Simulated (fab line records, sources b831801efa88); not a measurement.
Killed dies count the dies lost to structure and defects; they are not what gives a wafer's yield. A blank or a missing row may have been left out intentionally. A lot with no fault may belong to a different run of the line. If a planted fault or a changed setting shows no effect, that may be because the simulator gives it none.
Which tool is to blame? :: flow sky130 :: Sampling: 7 lots, 21 wafers, 2 of 708 route steps

== WHAT EACH GAUGE READ, for each wafer ==
SKY_SD_N_CD_MEAS_07: target cd 380 nm.
lot: L431
measured: day 29 09:20
on: cd sem-01
cd nm (nm): 382.5 378.5 377.1

lot: L433
measured: day 29 18:50
on: cd sem-02
cd nm (nm): 379.8 381.9 381.0

lot: L435
measured: day 30 17:40
on: cd sem-01
cd nm (nm): 383.5 384.2 385.1

lot: L437
measured: day 31 06:16
on: cd sem-01
cd nm (nm): 381.5 380.6 380.5

lot: L442
measured: day 33 07:16
on: cd sem-02
cd nm (nm): - - -

lot: L450
measured: day 35 14:33
on: cd sem-01
cd nm (nm): 375.4 374.7 375.1

lot: L451
measured: day 35 20:33
on: cd sem-02
cd nm (nm): 382.0 381.5 381.2

== TOOL THAT RAN EACH LOT (tool first, then ch and the chambers of the sampled wafers, then the start) ==
lot: L431
SKY_SD_N_COAT_02: litho track-04 ch 0, day 28 18:46

lot: L433
SKY_SD_N_COAT_02: litho track-04 ch 0, day 29 03:31

lot: L435
SKY_SD_N_COAT_02: litho track-01 ch 0, day 30 02:37

lot: L437
SKY_SD_N_COAT_02: litho track-02 ch 0, day 30 16:30

lot: L442
SKY_SD_N_COAT_02: litho track-04, day 32 17:04

lot: L450
SKY_SD_N_COAT_02: litho track-02 ch 0, day 35 00:12

lot: L451
SKY_SD_N_COAT_02: litho track-04 ch 0, day 35 06:50
- SKY_SD_N_COAT_02: resist thk 1140 nm.

== THE ANSWER, worked out from the rows above alone ==
Rule: the usual values come from the lots themselves. Put in order of their means at a reading, lots are off if they are a third of the lots or fewer, leave a main group of 4 or more, and stand apart from it by a gap of 3 or more times the standard deviation of the main group's means; of several such gaps the widest counts. Not used: any main group whose means are identical at the precision the tables above print for the reading. Also off: a lot with no number at a reading for which 4 or more lots have one. The other lots that the step has rows for count as sound.
Off: L442, at SKY_SD_N_CD_MEAS_07 (cd nm). Without a number there: L442. Main group: mean 380.3 nm, sd 2.8.
If a tool, at a process step before that reading, ran all the lots that are off and no sound lot after the first of them, it fits. The gauges at SKY_SD_N_CD_MEAS_07 are tried like those tools. Of those tried, none fits.

== WHAT HAD BEEN PUT IN BY THE SIMULATOR ==
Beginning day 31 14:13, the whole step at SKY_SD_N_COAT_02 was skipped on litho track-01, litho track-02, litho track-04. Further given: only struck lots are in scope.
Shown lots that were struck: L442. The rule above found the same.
